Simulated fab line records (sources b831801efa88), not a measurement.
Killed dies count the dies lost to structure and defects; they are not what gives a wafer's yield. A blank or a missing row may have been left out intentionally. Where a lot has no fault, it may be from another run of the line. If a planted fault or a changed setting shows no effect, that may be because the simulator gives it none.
Which tool was responsible? | flow gf180mcu | Sampling: 24 lots, 72 wafers, 5 of 602 route steps

WHAT THE GAUGES SHOWED, per wafer
GF_V3_CD_MEAS_14 targets a cd of 260 nm. Usual: cd_nm at 259.3 nm, with a standard deviation of 1.2.
lot  | measured     | on        | cd_nm (nm)        | flag
L074 | day 22 06:40 | cd_sem-01 | 261.3 261.0 260.6 |
L075 | day 22 14:24 | cd_sem-02 | 258.0 258.4 257.8 |
L076 | day 23 01:46 | cd_sem-01 | 259.6 258.7 259.3 |
L077 | day 23 11:35 | cd_sem-01 | 258.4 257.5 258.0 |
L078 | day 23 18:45 | cd_sem-01 | 258.9 259.3 260.0 |
L079 | day 24 04:22 | cd_sem-01 | 260.7 260.5 260.4 |
L080 | day 24 12:57 | cd_sem-01 | 259.4 258.6 258.8 |
L081 | day 24 23:13 | cd_sem-01 | 260.1 261.0 258.9 |
L082 | day 25 09:44 | cd_sem-02 | 260.9 260.5 260.4 |
L083 | day 25 16:12 | cd_sem-01 | 258.6 259.2 257.2 |
L084 | day 25 22:19 | cd_sem-01 | 260.0 260.3 259.3 |
L085 | day 26 03:27 | cd_sem-01 | 260.6 259.8 260.6 |
L086 | day 26 11:27 | cd_sem-02 | 259.7 258.0 259.1 |
L087 | day 26 21:44 | cd_sem-02 | 257.4 257.5 257.4 |
L088 | day 27 05:16 | cd_sem-01 | 259.3 259.1 259.1 |
L089 | day 27 13:48 | cd_sem-01 | 258.5 259.4 258.2 |
L090 | day 27 16:55 | cd_sem-02 | 259.2 259.4 260.3 |
L091 | day 28 01:24 | cd_sem-01 | 258.9 258.7 258.1 |
L092 | day 28 08:24 | cd_sem-02 | 260.6 260.3 262.0 |
L093 | day 28 12:00 | cd_sem-01 | 259.1 259.2 259.8 |
L094 | day 28 20:36 | cd_sem-01 | 259.8 260.2 259.5 |
L095 | day 29 03:36 | cd_sem-01 | 258.9 258.8 258.9 |
L096 | day 29 07:32 | cd_sem-02 | 257.9 256.5 256.4 |
L097 | day 29 18:23 | cd_sem-01 | 258.7 257.6 258.9 |

GF_V5_OVL_MEAS_15. Usual: V5_OVL typically reads -4 nm, with standard deviation 5.6.
lot  | measured     | on         | V5_OVL (nm) | flag
L074 | day 27 01:14 | overlay-02 | -8 -5 -4    |
L075 | day 27 09:52 | overlay-02 | 0 -4 -3     |
L076 | day 27 18:32 | overlay-01 | -18 -13 -20 |
L077 | day 28 01:38 | overlay-02 | -2 5 -7     |
L078 | day 28 09:22 | overlay-02 | -8 -3 -6    |
L079 | day 28 18:16 | overlay-01 | -10 -6 -12  |
L080 | day 29 01:12 | overlay-01 | -2 1 4      |
L081 | day 29 10:23 | overlay-02 | -1 -8 -9    |
L082 | day 29 19:55 | overlay-01 | -3 9 -6     |
L083 | day 30 00:55 | overlay-02 | -3 -3 0     |
L084 | day 30 05:37 | overlay-01 | -3 -3 7     |
L085 | day 30 10:10 | overlay-01 | -9 -7 -6    |
L086 | day 30 18:01 | overlay-02 | -4 0 -4     |
L087 | day 31 01:46 | overlay-02 | 2 -7 -6     |
L088 | day 31 09:25 | overlay-01 | -5 -6 -6    |
L089 | day 31 16:10 | overlay-02 | -4 -6 -2    |
L090 | day 31 22:28 | overlay-02 | -6 -7 -14   |
L091 | day 32 03:57 | overlay-02 | -7 -8 -5    |
L092 | day 32 13:22 | overlay-01 | -4 1 -9     |
L093 | day 32 12:36 | overlay-02 | 6 -5 3      |
L094 | day 32 19:37 | overlay-02 | 3 -2 4      |
L095 | day 33 01:24 | overlay-01 | -6 -2 1     |
L096 | day 33 04:43 | overlay-01 | -5 3 -12    |
L097 | day 33 14:37 | overlay-02 | 3 3 0       |

WHAT TOOL EACH LOT RAN ON (gives the tool, then ch and the chambers of the sampled wafers, and finally the start)
lot  | GF_V3_CVD_02                    | GF_V4_CMP_26                  | GF_MIM_SPUTTER_01
L074 | pecvd-03 ch 0,1, day 21 06:41   | cmp-01 ch 0,1,2, day 24 06:37 | pvd_sputter-02, day 24 06:58
L075 | pecvd-01 ch 0,2, day 21 14:39   | cmp-02 ch 0,2,3, day 24 16:10 | pvd_sputter-03, day 24 16:31
L076 | pecvd-01 ch 0,1,2, day 22 03:07 | cmp-02 ch 1,2, day 25 01:46   | pvd_sputter-03, day 25 02:07
L077 | pecvd-02 ch 0,1,2, day 22 11:38 | cmp-01 ch 0,1,3, day 25 11:10 | pvd_sputter-04, day 25 11:34
L078 | pecvd-01 ch 0,1, day 22 19:54   | cmp-02 ch 0,1,3, day 25 18:33 | pvd_sputter-03, day 25 18:51
L079 | pecvd-01 ch 0,2, day 23 05:28   | cmp-01 ch 0,3, day 26 03:43   | pvd_sputter-03, day 26 04:04
L080 | pecvd-02 ch 0,1,2, day 23 14:47 | cmp-02 ch 0,1, day 26 11:28   | pvd_sputter-04, day 26 11:52
L081 | pecvd-02 ch 1,2, day 24 01:16   | cmp-02 ch 0,1,2, day 26 20:44 | pvd_sputter-03, day 26 21:05
L082 | pecvd-01 ch 1,2, day 24 12:06   | cmp-02 ch 1,2,3, day 27 07:07 | pvd_sputter-04, day 27 07:28
L083 | pecvd-03 ch 1,2, day 24 18:20   | cmp-02 ch 0,1, day 27 13:39   | pvd_sputter-04, day 27 14:00
L084 | pecvd-02 ch 1,2, day 25 01:06   | cmp-02 ch 0,1,3, day 27 18:48 | pvd_sputter-03, day 27 19:12
L085 | pecvd-02 ch 0,1, day 25 05:44   | cmp-02 ch 0,2,3, day 28 00:02 | pvd_sputter-03, day 28 00:17
L086 | pecvd-01 ch 0,1, day 25 14:04   | cmp-01 ch 1,2,3, day 28 08:22 | pvd_sputter-04, day 28 08:43
L087 | pecvd-02 ch 0,2, day 26 00:33   | cmp-02 ch 0,1,3, day 28 17:37 | pvd_sputter-04, day 28 17:58
L088 | pecvd-03 ch 0,1,2, day 26 08:47 | cmp-01 ch 1,3, day 29 00:46   | pvd_sputter-03, day 29 01:10
L089 | pecvd-02 ch 0,1,2, day 26 17:08 | cmp-01 ch 0,1,2, day 29 08:22 | pvd_sputter-02, day 29 08:46
L090 | pecvd-02 ch 1,2, day 26 20:03   | cmp-01 ch 0,2, day 29 12:07   | pvd_sputter-04, day 29 12:28
L091 | pecvd-02 ch 0,2, day 27 05:34   | cmp-01 ch 0,1,3, day 29 21:29 | pvd_sputter-03, day 29 21:47
L092 | pecvd-03 ch 0,1,2, day 27 12:40 | cmp-01 ch 1,2,3, day 30 07:24 | pvd_sputter-02, day 30 07:45
L093 | pecvd-03 ch 0,1,2, day 27 16:13 | cmp-01 ch 0,1, day 30 05:43   | pvd_sputter-02, day 30 06:07
L094 | pecvd-03 ch 0,1,2, day 28 01:43 | cmp-01 ch 0,1,2, day 30 13:25 | pvd_sputter-02, day 30 13:49
L095 | pecvd-03 ch 1,2, day 28 08:38   | cmp-01 ch 2,3, day 30 20:27   | pvd_sputter-04, day 30 20:51
L096 | pecvd-01 ch 0,1, day 28 12:35   | cmp-01 ch 0,1,3, day 31 00:51 | pvd_sputter-03, day 31 01:12
L097 | pecvd-02 ch 1,2, day 28 23:13   | cmp-02 ch 1,2,3, day 31 11:10 | pvd_sputter-04, day 31 11:36
- GF_V3_CVD_02: deposits SiO2 from TEOS, target thk 850 nm, time 94.851 s.
- GF_V4_CMP_26: polishes, stops on SiO2, t overpolish 15 s, target thk 0 nm.
- GF_MIM_SPUTTER_01: material TiN, target thk 30 nm, time 25 s.

AS READ BY THE TOOLS THEMSELVES (means over the sampled wafers that have a number; for cases with no such wafer, the mark the record gives instead)
GF_V3_CVD_02. Usual: heater_power_w at 651 W, with a standard deviation of 63.
lot  | tool     | heater_power_w (W) | flag
L074 | pecvd-03 | 657                |
L075 | pecvd-01 | 723                |
L076 | pecvd-01 | 701                |
L077 | pecvd-02 | 623                |
L078 | pecvd-01 | 726                |
L079 | pecvd-01 | 658                |
L080 | pecvd-02 | 616                |
L081 | pecvd-02 | 609                |
L082 | pecvd-01 | 727                |
L083 | pecvd-03 | 689                |
L084 | pecvd-02 | 566                |
L085 | pecvd-02 | 651                |
L086 | pecvd-01 | 712                |
L087 | pecvd-02 | 574                |
L088 | pecvd-03 | 681                |
L089 | pecvd-02 | 614                |
L090 | pecvd-02 | 549                |
L091 | pecvd-02 | 607                |
L092 | pecvd-03 | 639                |
L093 | pecvd-03 | 711                |
L094 | pecvd-03 | 691                |
L095 | pecvd-03 | 709                |
L096 | pecvd-01 | 750                |
L097 | pecvd-02 | 626                |

GF_V4_CMP_26. Usual: motor_current_A 11.3 A, standard deviation 1.1; overpolish_run_s 14.999 s, standard deviation 0.0091; platen_rpm 60.00 rpm, standard deviation 0.038; slurry_filter_dp_kPa 13.51 kPa, standard deviation 0.14; slurry_flow_ml_min 150.0, standard deviation 0.44; time_to_endpoint_s 85 s, standard deviation 4.
lot  | tool   | motor_current_A (A) | overpolish_run_s (s) | platen_rpm (rpm) | slurry_filter_dp_kPa (kPa) | slurry_flow_ml_min | time_to_endpoint_s (s) | flag
L074 | cmp-01 | 10.8                | 15.004               | 60.01            | 13.61                      | 149.9              | 82                     |
L075 | cmp-02 | 12.2                | 14.990               | 60.03            | 13.38                      | 149.3              | 84                     |
L076 | cmp-02 | 11.6                | 15.000               | 60.03            | 13.52                      | 149.8              | 84                     |
L077 | cmp-01 | 10.9                | 15.004               | 59.99            | 13.58                      | 150.0              | 87                     |
L078 | cmp-02 | 12.1                | 15.002               | 60.03            | 13.37                      | 150.5              | 87                     |
L079 | cmp-01 | 10.9                | 14.999               | 60.01            | 13.48                      | 150.2              | 86                     |
L080 | cmp-02 | 11.0                | 15.001               | 59.98            | 13.47                      | 150.1              | 82                     |
L081 | cmp-02 | 11.4                | 15.009               | 59.95            | 13.62                      | 149.8              | 83                     |
L082 | cmp-02 | 12.2                | 14.998               | 60.09            | 13.49                      | 149.8              | 86                     |
L083 | cmp-02 | 12.0                | 15.002               | 60.00            | 13.38                      | 150.2              | 84                     |
L084 | cmp-02 | 12.6                | 15.009               | 59.98            | 13.50                      | 150.1              | 86                     |
L085 | cmp-02 | 11.8                | 14.998               | 60.01            | 13.62                      | 150.2              | 85                     |
L086 | cmp-01 | 10.7                | 14.985               | 60.00            | 13.43                      | 150.1              | 85                     |
L087 | cmp-02 | 12.2                | 15.003               | 59.99            | 13.58                      | 149.8              | 81                     |
L088 | cmp-01 | 10.7                | 14.999               | 60.00            | 13.53                      | 149.7              | 89                     |
L089 | cmp-01 | 11.0                | 15.005               | 60.00            | 13.61                      | 149.9              | 83                     |
L090 | cmp-01 | 10.7                | 14.993               | 59.98            | 13.55                      | 149.6              | 88                     |
L091 | cmp-01 | 10.6                | 15.003               | 59.98            | 13.46                      | 150.2              | 86                     |
L092 | cmp-01 | 10.7                | 15.007               | 60.01            | 13.53                      | 150.0              | 85                     |
L093 | cmp-01 | 11.0                | 14.993               | 59.95            | 13.67                      | 150.4              | 85                     |
L094 | cmp-01 | 10.8                | 14.996               | 60.01            | 13.46                      | 150.2              | 84                     |
L095 | cmp-01 | 10.5                | 15.000               | 59.99            | 13.43                      | 149.5              | 84                     |
L096 | cmp-01 | 10.6                | 14.988               | 59.99            | 13.49                      | 149.9              | 90                     |
L097 | cmp-02 | 12.3                | 14.997               | 60.01            | 13.43                      | 150.2              | 90                     |

GF_MIM_SPUTTER_01. Usual: throttle_valve_pct at 30.1 %, with a standard deviation of 1.
lot  | tool           | throttle_valve_pct (%) | flag
L074 | pvd_sputter-02 | 29.8                   |
L075 | pvd_sputter-03 | 30.3                   |
L076 | pvd_sputter-03 | 30.7                   |
L077 | pvd_sputter-04 | 31.0                   |
L078 | pvd_sputter-03 | 30.4                   |
L079 | pvd_sputter-03 | 30.0                   |
L080 | pvd_sputter-04 | 30.5                   |
L081 | pvd_sputter-03 | 30.5                   |
L082 | pvd_sputter-04 | 30.5                   |
L083 | pvd_sputter-04 | 30.8                   |
L084 | pvd_sputter-03 | 30.6                   |
L085 | pvd_sputter-03 | 30.7                   |
L086 | pvd_sputter-04 | 30.6                   |
L087 | pvd_sputter-04 | 30.9                   |
L088 | pvd_sputter-03 | 30.8                   |
L089 | pvd_sputter-02 | 28.7                   |
L090 | pvd_sputter-04 | 30.4                   |
L091 | pvd_sputter-03 | 29.7                   |
L092 | pvd_sputter-02 | 29.5                   |
L093 | pvd_sputter-02 | 29.6                   |
L094 | pvd_sputter-02 | 29.3                   |
L095 | pvd_sputter-04 | 29.6                   |
L096 | pvd_sputter-03 | 30.0                   |
L097 | pvd_sputter-04 | 30.1                   |

THE ANSWER, worked out from the rows above alone
Rule: a lot counts as off when the mean over its wafers that have a number is more than 3 standard deviations away from the usual mean. A lot without any number at a reading at which 4 lots or more have one is off too. The other lots that the step has rows for count as sound. The gauges are gone through in route order, then the tools' own readings, and for those a lot's mean is taken as printed above. At the first step where some lot is off, the reading lying furthest off is the one used; lots without a number count as furthest.
No lot is off at any reading shown: from this, nothing can be told.

WHAT HAD BEEN PUT IN BY THE SIMULATOR
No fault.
